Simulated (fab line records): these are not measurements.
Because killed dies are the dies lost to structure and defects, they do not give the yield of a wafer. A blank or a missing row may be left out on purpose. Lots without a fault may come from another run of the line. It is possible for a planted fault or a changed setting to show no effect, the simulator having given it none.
Struck lot and sound lot, side by side / flow sky130 / 19 steps out of a route of 708
Sound: wafers L713.1, L713.2, L713.5. Struck: wafer L719.6 (L719.2, L719.4, from the same lot, were not struck and are left out); the cause is given at the end.
At each step with rows: each side's tool, then ch and its chambers, then its first start. Under that, the readings that differ: sound wafers / struck wafers / difference of the means / sigmas: that difference in standard deviations of wafers without a fault.
alike: readings whose means differ by less than 2 such deviations, and words and numbers that are the same on both sides. not compared: withheld readings, readings that some wafer has no value for, bounds like >300 that may hide the same value, and numbers for which the record gives no deviation and whose values overlap.
The two part at a step that has a row with sigmas, a row that says differs or no value, or rows on one side only. Non-overlapping numbers with no deviation appear without sigmas and do not part them. A reading that every wafer of one side lacks parts them only if that side has two wafers or more.

SKY_FIELD_ISO_BOW_MEAS_00:
  sound on film metro-01 at day 1 20:00; struck on film metro-02 at day 3 02:01
  alike: INCOMING_BOW
then, 1 step without rows for these wafers: SKY_FIELD_ISO_OXIDATION_01 (stabilise 600 s, purge 300 s, target thk 12 nm).
SKY_FIELD_ISO_THK_MEAS_02:
  sound on film metro-04 at day 1 23:51; struck on film metro-04 at day 3 03:38
  alike: FIELD_ISO_OXIDATION_00_THK
then, 1 step without rows for these wafers: SKY_FIELD_ISO_CVD_03 (deposits Si3N4 from DCS/NH3, target thk 165 nm, time 2830 s).
SKY_FIELD_ISO_THK_MEAS_04:
  sound on film metro-02 at day 2 01:42; struck on film metro-04 at day 3 07:13
  alike: FIELD_ISO_CVD_03_THK
then, 3 steps without rows for these wafers: SKY_FIELD_ISO_DEHYDRATE_05 (time 60 s); SKY_FIELD_ISO_HMDS_06 (prime time 60 s); SKY_FIELD_ISO_COAT_07 (resist thk 60 nm).
SKY_FIELD_ISO_COAT_08: resist thk 450 nm.
  sound on litho track-03 ch 0, day 2 09:00; struck on litho track-01 ch 0, day 3 14:00
reading=model.KrF-thick_of_FIELD_ISO_COAT_08.thk nm (nm); sound=450 448.4 449.6; struck=430.4; difference=-18.9; sigmas=
  alike: chill plate temp C
then, 4 steps without rows for these wafers: SKY_FIELD_ISO_SOFTBAKE_09 (time 90 s); SKY_FIELD_ISO_EXPOSE_10 (exposes mask FOM, target cd 150 nm); SKY_FIELD_ISO_PEB_11; SKY_FIELD_ISO_DEVELOP_12 (develop time 60 s).
SKY_FIELD_ISO_CD_MEAS_13: the cd target is 150 nm.
  sound on cd sem-01 at day 2 16:44; struck on cd sem-02 at day 3 23:10
  alike: cd nm
SKY_FIELD_ISO_ETCH_14: etches BARC in N2/H2, stops on SiO2, time 45.9 s, target depth 60 nm.
  sound on rie diel-03 ch 0,2, day 2 16:52; struck on rie diel-01 ch 3, day 3 23:16
reading=n2 flow sccm (sccm); sound=100.1 100.3 99.7; struck=99.4; difference=-0.6; sigmas=-2
  alike: drypump motor current A, oes product au, throttle valve pct
  not compared: rf hours counter h
SKY_FIELD_ISO_ETCH_15: etches the open film in CHF3/O2, stops on Si, target depth 180 nm, time 72 s.
  sound on rie diel-03 ch 0,2, day 2 16:54; struck on rie diel-01 ch 3, day 3 23:18
reading=model.KrF-thick_of_FIELD_ISO_COAT_08.thk nm (nm); sound=237 233 235.2; struck=213.8; difference=-21.3; sigmas=
  alike: drypump motor current A, oes product au, throttle valve pct
  not compared: rf hours counter h
SKY_FIELD_ISO_STRIP_16: strips in O2/N2.
  sound on plasma asher-04 ch 0,1, day 2 16:58; struck on plasma asher-02 ch 1, day 3 23:22
reading=oes product au (a.u.); sound=0.372 0.374 0.380; struck=0.364; difference=-0.011; sigmas=-3
reading=strip time to endpoint s (s); sound=3.560 3.508 3.540; struck=3.294; difference=-0.242; sigmas=-9
  alike: drypump motor current A, n2 flow sccm, o2 flow sccm
  not compared: rf hours counter h
SKY_FIELD_ISO_ETCH_17: etches Si in HBr/Cl2/O2, target depth 342 nm, time 97.7 s.
  sound on rie si-02 ch 0,1, day 2 17:04; struck on rie si-01 ch 2, day 3 23:28
reading=oes product au (a.u.); sound=0.997 1.001 1.000; struck=0.977; difference=-0.022; sigmas=-3
reading=throttle valve pct (%); sound=25.662 25.646 25.665; struck=25.683; difference=+0.025; sigmas=+3
  alike: drypump motor current A
  not compared: rf hours counter h
-- here the record skips 44 days between the struck wafers' starts before and after, leaving off in module FIELD_ISO and picking up in module PAD_OPEN (first step shown: number 708 of the route) --
SKY_PAD_OPEN_PROBE_99:
  sound on prober-02 at day 46 06:52; struck on prober-02 at day 47 14:12
  alike: killed_at_M0_to_M3, killed_at_M4_up, killed at contacts, killed at front end, killed at other, killed dies, killed open, killed short

== WHERE THEY PART ==
At SKY_FIELD_ISO_ETCH_14 first; at SKY_FIELD_ISO_ETCH_17 last (within this record only). Later steps at which nothing parts them and some readings are alike: SKY_PAD_OPEN_PROBE_99.

WHY: what the simulator had put in
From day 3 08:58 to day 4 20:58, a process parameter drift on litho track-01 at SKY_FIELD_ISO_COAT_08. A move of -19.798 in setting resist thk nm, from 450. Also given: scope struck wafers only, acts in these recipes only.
